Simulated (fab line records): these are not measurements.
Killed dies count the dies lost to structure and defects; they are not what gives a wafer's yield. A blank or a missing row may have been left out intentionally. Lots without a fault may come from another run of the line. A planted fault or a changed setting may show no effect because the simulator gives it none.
What tool caused it?    flow gf180mcu    7 lots, 21 wafers sampled, at 2 steps of a route of 602

== WHAT THE GAUGES READ, wafer by wafer ==
GF_HV_LDD_THK_MEAS_55.
lot   measured      on             HV_LDD_CVD_54_THK (nm)
L708  day 12 23:50  film_metro-03  9.97 9.93 9.90
L710  day 13 18:46  film_metro-03  10.00 9.95 9.99
L712  day 14 15:50  film_metro-01  10.01 10.04 9.80
L714  day 15 08:41  film_metro-03  10.13 10.24 10.21
L721  day 17 22:36  film_metro-01  10.25 10.27 10.20
L722  day 18 10:52  film_metro-03  10.34 11.32 11.83
L729  day 20 02:09  film_metro-01  10.03 10.05 10.04

== WHICH TOOL RAN EACH LOT (tool, then ch and the chambers of the sampled wafers, then the start) ==
lot   GF_HV_LDD_CVD_54
L708  lpcvd-02 ch 0, day 12 22:49
L710  lpcvd-02 ch 1, day 13 17:44
L712  lpcvd-01 ch 1, day 14 14:47
L714  lpcvd-02 ch 0, day 15 07:38
L721  lpcvd-02 ch 1, day 17 21:34
L722  lpcvd-01 ch 0, day 18 09:50
L729  lpcvd-02 ch 1, day 20 01:08
- GF_HV_LDD_CVD_54: deposits SiO2 from TEOS, target thk 10 nm, time 75 s.

== THE ANSWER, worked out from the rows above alone ==
Rule: usual is defined by the lots themselves. The widest of any qualifying gaps counts: lots, ordered by their means at a reading, are off when they make up no more than a third of the lots, leave a main group of 4 or more, and stand apart from it by 3 or more times the standard deviation of that group's means. A main group whose means are all the same, to the digits that the tables above print for the reading, isn't used. Also off: a lot with no number at a reading for which 4 or more lots have one. The other lots that the step has rows for count as sound.
Off: L722, at GF_HV_LDD_THK_MEAS_55 (HV_LDD_CVD_54_THK). Mean 10.06 nm and standard deviation 0.12 in the main group.
If a tool, at a process step before that reading, ran all the lots that are off and no sound lot after the first of them, it fits. Gauges at GF_HV_LDD_THK_MEAS_55: tried the same way as those tools. Can't be told from this: 2 tools fit, lpcvd-01 at GF_HV_LDD_CVD_54, film_metro-03 at GF_HV_LDD_THK_MEAS_55.

== WHAT THE SIMULATOR HAD PUT IN ==
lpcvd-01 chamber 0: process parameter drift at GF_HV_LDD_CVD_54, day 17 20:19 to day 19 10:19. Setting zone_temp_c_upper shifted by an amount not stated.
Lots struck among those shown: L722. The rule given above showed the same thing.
